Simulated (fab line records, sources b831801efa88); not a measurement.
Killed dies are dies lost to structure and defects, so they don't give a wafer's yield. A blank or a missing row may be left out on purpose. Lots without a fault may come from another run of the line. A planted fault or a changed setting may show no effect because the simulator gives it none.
Which tool did it? | flow sky130 | 15 lots, 43 wafers sampled, at 6 steps of a route of 708

WHAT THE GAUGES READ, wafer by wafer
SKY_CONTACT_THK_MEAS_26: measures by xrf. Usual: CONTACT_W_THK 334 nm, standard deviation 5.7.
lot  | measured     | on            | CONTACT_W_THK (nm) | flag
L334 | day 31 10:47 | film_metro-01 | 338 338 337        |
L335 | day 33 05:08 | film_metro-01 | 328 337 333        |
L336 | day 33 05:17 | film_metro-02 | 347 350 345        |
L337 | day 36 12:19 | film_metro-02 | 332 329 332        |
L338 | day 36 13:17 | film_metro-03 | 331 330 330        |
L342 | day 36 15:17 | film_metro-02 | 340 347 346        |
L340 | day 36 16:26 | film_metro-02 | 335 334            |
L347 | day 36 23:32 | film_metro-02 | 336 331 339        |
L346 | day 37 01:06 | film_metro-03 | 327 326            |
L348 | day 37 01:16 | film_metro-02 | 333 347 342        |
L349 | day 37 01:36 | film_metro-01 | 337 339 336        |
L351 | day 37 04:35 | film_metro-02 | 340 337 337        |
L353 | day 37 15:05 | film_metro-03 | 341 328 338        |
L354 | day 37 19:11 | film_metro-02 | 328 327 331        |
L355 | day 38 01:41 | film_metro-03 | 337 340 327        |

SKY_METAL1_RS_MEAS_05: measures by four-point-probe. Usual: METAL1_ALCU_RS 0.1274 ohm/sq, standard deviation 0.0018.
lot  | measured     | on            | METAL1_ALCU_RS (ohm/sq) | flag
L334 | day 31 11:17 | film_metro-01 | 0.1260 0.1257 0.1279    |
L335 | day 33 05:40 | film_metro-01 | 0.1261 0.1278 0.1291    |
L336 | day 33 05:52 | film_metro-03 | 0.1244 0.1259 0.1277    |
L337 | day 36 12:49 | film_metro-04 | 0.1256 0.1272 0.1249    |
L338 | day 36 13:48 | film_metro-01 | 0.1269 0.1265 0.1254    |
L342 | day 36 15:47 | film_metro-04 | 0.0800 0.0807 0.1275    | OFF
L340 | day 36 16:56 | film_metro-04 | 0.0798 0.1259           | OFF
L347 | day 37 00:04 | film_metro-04 | 0.1244 0.1268 0.1245    |
L346 | day 37 01:36 | film_metro-04 | 0.0799 0.1254           | OFF
L348 | day 37 01:46 | film_metro-03 | 0.1267 0.1260 0.1271    |
L349 | day 37 02:07 | film_metro-01 | 0.1258 0.1267 0.1272    |
L351 | day 37 05:05 | film_metro-04 | 0.1270 0.1290 0.1284    |
L353 | day 37 15:35 | film_metro-04 | 0.1265 0.1270 0.1299    |
L354 | day 37 19:41 | film_metro-03 | 0.1250 0.1282 0.1251    |
L355 | day 38 02:13 | film_metro-04 | 0.1297 0.1312 0.1324    |

SKY_METAL1_THK_MEAS_06: measures by xrf. Usual: METAL1_ALCU_THK 243 nm, standard deviation 3.9.
lot  | measured     | on            | METAL1_ALCU_THK (nm) | flag
L334 | day 31 11:24 | film_metro-01 | 244 246 244          |
L335 | day 33 05:47 | film_metro-01 | 245 241 239          |
L336 | day 33 05:59 | film_metro-03 | 251 246 242          |
L337 | day 36 12:56 | film_metro-04 | 248 244 248          |
L338 | day 36 13:55 | film_metro-01 | 242 241 242          |
L342 | day 36 15:54 | film_metro-04 | 384 381 245          | OFF
L340 | day 36 17:03 | film_metro-04 | 386 247              | OFF
L347 | day 37 00:10 | film_metro-04 | 251 246 251          |
L346 | day 37 01:43 | film_metro-04 | 385 248              | OFF
L348 | day 37 01:53 | film_metro-03 | 245 247 243          |
L349 | day 37 02:14 | film_metro-01 | 242 244 241          |
L351 | day 37 05:12 | film_metro-04 | 244 241 243          |
L353 | day 37 15:43 | film_metro-04 | 245 244 239          |
L354 | day 37 19:49 | film_metro-03 | 249 241 252          |
L355 | day 38 02:19 | film_metro-04 | 240 236 234          |

WHICH TOOL RAN EACH LOT (tool, then ch and the chambers of the sampled wafers, then the start)
lot  | SKY_CONTACT_SPUTTER_23       | SKY_METAL1_SPUTTER_01        | SKY_METAL1_SPUTTER_02
L334 | pvd_sputter-02, day 31 10:29 | pvd_sputter-03, day 31 11:09 | pvd_sputter-03, day 31 11:11
L335 | pvd_sputter-04, day 33 04:50 | pvd_sputter-03, day 33 05:32 | pvd_sputter-03, day 33 05:34
L336 | pvd_sputter-02, day 33 04:53 | pvd_sputter-04, day 33 05:45 | pvd_sputter-04, day 33 05:47
L337 | pvd_sputter-01, day 36 11:55 | pvd_sputter-04, day 36 12:42 | pvd_sputter-04, day 36 12:44
L338 | pvd_sputter-01, day 36 12:53 | pvd_sputter-02, day 36 13:40 | pvd_sputter-02, day 36 13:42
L342 | pvd_sputter-01, day 36 14:59 | pvd_sputter-04, day 36 15:40 | pvd_sputter-04, day 36 15:41
L340 | pvd_sputter-01, day 36 16:08 | pvd_sputter-04, day 36 16:49 | pvd_sputter-04, day 36 16:50
L347 | pvd_sputter-04, day 36 23:14 | pvd_sputter-03, day 36 23:54 | pvd_sputter-03, day 36 23:56
L346 | pvd_sputter-04, day 37 00:49 | pvd_sputter-04, day 37 01:29 | pvd_sputter-04, day 37 01:31
L348 | pvd_sputter-01, day 37 00:58 | pvd_sputter-03, day 37 01:38 | pvd_sputter-03, day 37 01:40
L349 | pvd_sputter-02, day 37 01:18 | pvd_sputter-02, day 37 01:59 | pvd_sputter-02, day 37 02:01
L351 | pvd_sputter-02, day 37 04:17 | pvd_sputter-03, day 37 04:58 | pvd_sputter-03, day 37 04:59
L353 | pvd_sputter-04, day 37 14:48 | pvd_sputter-03, day 37 15:29 | pvd_sputter-03, day 37 15:30
L354 | pvd_sputter-01, day 37 18:53 | pvd_sputter-02, day 37 19:34 | pvd_sputter-02, day 37 19:35
L355 | pvd_sputter-04, day 38 01:23 | pvd_sputter-02, day 38 02:04 | pvd_sputter-02, day 38 02:05
- SKY_CONTACT_SPUTTER_23: material TiN, target thk 20 nm, time 80 s.
- SKY_METAL1_SPUTTER_01: material TiN, target thk 20 nm, time 16.7 s.
- SKY_METAL1_SPUTTER_02: material AlCu, target thk 250 nm, time 13.3 s.

WHAT THE TOOLS THEMSELVES READ (means of the sampled wafers that have a number; where no wafer has one, the mark that the record gives instead)
SKY_CONTACT_SPUTTER_23. Usual: throttle_valve_pct 29.6 %, standard deviation 0.82.
lot  | tool           | throttle_valve_pct (%) | flag
L334 | pvd_sputter-02 | 30.2                   |
L335 | pvd_sputter-04 | 29.5                   |
L336 | pvd_sputter-02 | 29.9                   |
L337 | pvd_sputter-01 | 29.4                   |
L338 | pvd_sputter-01 | 29.4                   |
L342 | pvd_sputter-01 | 29.4                   |
L340 | pvd_sputter-01 | 29.7                   |
L347 | pvd_sputter-04 | 30.0                   |
L346 | pvd_sputter-04 | 29.6                   |
L348 | pvd_sputter-01 | 29.4                   |
L349 | pvd_sputter-02 | 30.8                   |
L351 | pvd_sputter-02 | 30.2                   |
L353 | pvd_sputter-04 | 29.8                   |
L354 | pvd_sputter-01 | 29.3                   |
L355 | pvd_sputter-04 | 30.0                   |

SKY_METAL1_SPUTTER_01. Usual: throttle_valve_pct 30.5 %, standard deviation 0.92.
lot  | tool           | throttle_valve_pct (%) | flag
L334 | pvd_sputter-03 | 31.1                   |
L335 | pvd_sputter-03 | 31.4                   |
L336 | pvd_sputter-04 | 30.1                   |
L337 | pvd_sputter-04 | 29.8                   |
L338 | pvd_sputter-02 | 30.8                   |
L342 | pvd_sputter-04 | 30.0                   |
L340 | pvd_sputter-04 | 30.0                   |
L347 | pvd_sputter-03 | 31.6                   |
L346 | pvd_sputter-04 | 30.0                   |
L348 | pvd_sputter-03 | 30.9                   |
L349 | pvd_sputter-02 | 30.2                   |
L351 | pvd_sputter-03 | 31.0                   |
L353 | pvd_sputter-03 | 30.7                   |
L354 | pvd_sputter-02 | 30.0                   |
L355 | pvd_sputter-02 | 29.9                   |

SKY_METAL1_SPUTTER_02. Usual: throttle_valve_pct 30.5 %, standard deviation 0.94.
lot  | tool           | throttle_valve_pct (%) | flag
L334 | pvd_sputter-03 | 31.0                   |
L335 | pvd_sputter-03 | 31.6                   |
L336 | pvd_sputter-04 | 30.3                   |
L337 | pvd_sputter-04 | 29.8                   |
L338 | pvd_sputter-02 | 30.8                   |
L342 | pvd_sputter-04 | 29.9                   |
L340 | pvd_sputter-04 | 29.9                   |
L347 | pvd_sputter-03 | 31.5                   |
L346 | pvd_sputter-04 | 30.1                   |
L348 | pvd_sputter-03 | 31.0                   |
L349 | pvd_sputter-02 | 30.1                   |
L351 | pvd_sputter-03 | 31.0                   |
L353 | pvd_sputter-03 | 30.9                   |
L354 | pvd_sputter-02 | 29.8                   |
L355 | pvd_sputter-02 | 29.8                   |

THE ANSWER, worked out from the rows above alone
Rule: a lot is off if the mean of its wafers that have a number lies more than 3 standard deviations from the usual mean. A lot without any number at a reading at which 4 lots or more have one is off too. The other lots that the step has rows for count as sound. The gauges are gone through in route order, then the tools' own readings, and for those a lot's mean is taken as printed above. The first step at which some lot is off is used, and at that step the reading that is off furthest; a lot without a number counts as furthest.
Off: L342, L340, L346, at SKY_METAL1_RS_MEAS_05 (METAL1_ALCU_RS).
A tool fits if, at a process step before that reading, it ran every lot that is off, and no sound lot after the first of them. The gauges at SKY_METAL1_RS_MEAS_05 are tried like those tools. One fits: pvd_sputter-04 at SKY_METAL1_SPUTTER_01 and SKY_METAL1_SPUTTER_02. At SKY_METAL1_SPUTTER_01 its last sound lot is L337 (day 36 12:42), its first lot that is off L342 (day 36 15:40): a fault that began between those two fits.

WHAT THE SIMULATOR HAD PUT IN
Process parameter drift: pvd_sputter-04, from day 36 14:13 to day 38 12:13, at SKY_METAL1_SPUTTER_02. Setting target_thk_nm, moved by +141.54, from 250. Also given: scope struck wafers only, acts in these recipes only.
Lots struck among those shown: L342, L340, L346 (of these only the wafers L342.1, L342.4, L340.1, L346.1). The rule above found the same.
